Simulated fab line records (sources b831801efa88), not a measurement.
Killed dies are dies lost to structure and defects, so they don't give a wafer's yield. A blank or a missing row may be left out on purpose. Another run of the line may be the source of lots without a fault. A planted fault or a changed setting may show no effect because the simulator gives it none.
A struck lot beside a sound one ; flow sky130 ; 20 out of 708 route steps
Sound: wafers L823.1, L823.3, L823.6. Struck: wafers L824.1, L824.2, L824.5. Last of all comes the cause.
Each step with rows lists, per side, the tool, then ch with its chambers, then its first start. Under that, the readings that differ: sound wafers ; struck wafers ; difference of the means ; sigmas: that difference in standard deviations of wafers without a fault.
alike: readings whose means differ by less than 2 such deviations, and words and numbers that are the same on both sides. not compared: withheld readings, readings that some wafer has no value for, bounds like >300 that may hide the same value, and numbers for which the record gives no deviation and whose values overlap.
The two part at a step that has a row with sigmas, a row that says differs or no value, or rows on one side only. Non-overlapping numbers with no deviation appear without sigmas and do not part them. Lack of a reading on every wafer of one side parts them only where that side has two or more wafers.

first, 4 steps without rows for these wafers: SKY_VT_ADJUST_LVTN_SOFTBAKE_03; SKY_VT_ADJUST_LVTN_EXPOSE_04 (exposes mask NWM COMPLEMENT LESS NATIVE, target cd 840 nm); SKY_VT_ADJUST_LVTN_PEB_05; SKY_VT_ADJUST_LVTN_DEVELOP_06 (develop time 60 s).
SKY_VT_ADJUST_LVTN_OVL_MEAS_07:
  sound: overlay-01 at day 7 11:16; struck: overlay-01 at day 7 18:46
  alike: VT_ADJUST_LVTN_OVL
then, 1 step without rows for these wafers: SKY_VT_ADJUST_LVTN_IMPLANT_08.
SKY_VT_ADJUST_LVTN_STRIP_09: strips in O2/N2.
  sound on plasmaAsher-04 ch 0,1, day 7 11:27; struck on plasmaAsher-01 ch 0,1, day 7 18:57
  alike: drypumpMotorCurrentA, oesProductAu, stripTimeToEndpointS
  not compared: rfHoursCounterH
SKY_VT_ADJUST_LVTN_TW_MEAS_10:
  sound: filmMetro-04 at day 7 11:33; struck: filmMetro-04 at day 7 19:03
  alike: VT_ADJUST_LVTN_TW
then, 4 steps without rows for these wafers: SKY_VT_ADJUST_LVTN_DEHYDRATE_11 (time 60 s); SKY_VT_ADJUST_LVTN_HMDS_12 (prime time 60 s); SKY_VT_ADJUST_LVTN_COAT_13 (resist thk 1140 nm); SKY_VT_ADJUST_LVTN_SOFTBAKE_14 (time 60 s).
SKY_VT_ADJUST_LVTN_EXPOSE_15: exposes mask HVN STD DERIVED, target cd 600 nm.
  sound on ilineStepper-01 ch 0, day 7 22:06; struck on ilineStepper-02 ch 0, day 8 05:29
reading;sound;struck;difference;sigmas
mask;HVN_STD_DERIVED#0 HVN_STD_DERIVED#0 HVN_STD_DERIVED#0;HVTPM#0 HVTPM#0 HVTPM#0;differs;
then, 2 steps without rows for these wafers: SKY_VT_ADJUST_LVTN_PEB_16; SKY_VT_ADJUST_LVTN_DEVELOP_17 (develop time 60 s).
SKY_VT_ADJUST_LVTN_OVL_MEAS_18:
  sound: overlay-01 at day 8 08:00; struck: overlay-02 at day 8 15:09
reading;sound;struck;difference;sigmas
VT_ADJUST_LVTN_01_OVL (nm);0.6 0.1 -0.5;- - -;no value on the struck wafers;
then, 1 step without rows for these wafers: SKY_VT_ADJUST_LVTN_IMPLANT_19.
SKY_VT_ADJUST_LVTN_STRIP_20: strips in O2/N2.
  sound on plasmaAsher-04 ch 0,1, day 8 08:11; struck on plasmaAsher-04 ch 0,1, day 8 15:29
  alike: drypumpMotorCurrentA, oesProductAu, stripTimeToEndpointS
  not compared: rfHoursCounterH
SKY_VT_ADJUST_LVTN_TW_MEAS_21:
  sound: filmMetro-03 at day 8 08:17; struck: filmMetro-04 at day 8 15:35
reading;sound;struck;difference;sigmas
VT_ADJUST_LVTN_2_TW;191.5 191.5 191.9;30.2 30.2 30.1;-161.5;-99 or more
then, 1 step without rows for these wafers: SKY_VT_ADJUST_NCORE_DEHYDRATE_00 (time 60 s).

## WHERE THEY PART
First at SKY_VT_ADJUST_LVTN_EXPOSE_15; last, within this record, at SKY_VT_ADJUST_LVTN_TW_MEAS_21.

WHY: what the simulator had put in
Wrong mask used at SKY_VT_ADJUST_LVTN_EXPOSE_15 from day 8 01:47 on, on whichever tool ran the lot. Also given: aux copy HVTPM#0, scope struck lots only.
